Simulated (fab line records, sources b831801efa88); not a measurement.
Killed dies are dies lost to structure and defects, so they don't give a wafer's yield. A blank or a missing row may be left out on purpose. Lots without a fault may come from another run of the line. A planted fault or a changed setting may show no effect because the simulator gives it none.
One fault seen from 2 desks | flow sky130 | each desk has only its own numbers; what lay behind them comes last

THE TOOL OWNER'S DESK: pvd_sputter-03
The tool's own readings at SKY_METAL1_SPUTTER_03 (material Ti, target thk 5 nm, time 3.3 s): means of the sampled wafers that have a number, for each lot that ran on this tool. A lot is out of limits, marked OUT, if its mean lies more than 4 standard deviations from the usual mean; the brackets give that distance.
Columns: A = cathode_dc_power_W at SKY_METAL1_SPUTTER_03, usual 3000.0 W; B = throttle_valve_pct at SKY_METAL1_SPUTTER_03, usual 29.6 %
lot  | first seen here | A                        | B
L526 | day 35 00:31    | 2887.8 (-99 or more) OUT | 29.0
L527 | day 36 20:36    | 2888.3 (-99 or more) OUT | 29.2
L539 | day 39 03:45    | 2999.9                   | 29.1
This desk's finding: out of limits on L526, L527; first on L526, day 35 00:31 (cathode_dc_power_W at SKY_METAL1_SPUTTER_03). In limits: L539.

THE METROLOGY DESK
What the gauges read, lot by lot, whatever tool the lot ran on: means of the sampled wafers that have a number. A lot is out of limits, marked OUT, if its mean lies more than 4 standard deviations from the usual mean; the brackets give that distance.
Columns: A = CONTACT_W_RS at SKY_CONTACT_RS_MEAS_25, usual 0.340 ohm/sq; B = CONTACT_W_THK at SKY_CONTACT_THK_MEAS_26, usual 339 nm
lot  | first seen here | A     | B
L520 | day 32 23:38    | 0.338 | 339
L526 | day 34 23:58    | 0.339 | 337
L527 | day 36 20:04    | 0.344 | 332
L535 | day 37 18:22    | 0.340 | 342
L536 | day 38 04:55    | 0.343 | 339
L539 | day 39 03:05    | 0.344 | 335
This desk's finding: nothing out of limits on any of the 6 lots.

PUT TOGETHER
The tool owner's desk could have raised an alarm at day 35 00:31, on L526, L527.
The metrology desk saw nothing out of limits.
The metrology desk has L526, L527 on record, within its limits.
Of the lots named, all ran SKY_METAL1_SPUTTER_03 on pvd_sputter-03.

WHAT THE SIMULATOR HAD PUT IN
Process parameter drift: pvd_sputter-03, from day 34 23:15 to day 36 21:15, at SKY_METAL1_SPUTTER_03. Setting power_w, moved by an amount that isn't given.
Lots struck among those shown: L526, L527.
Hours from the fault's start to each desk's first reading out of limits: the tool owner's desk, 1.
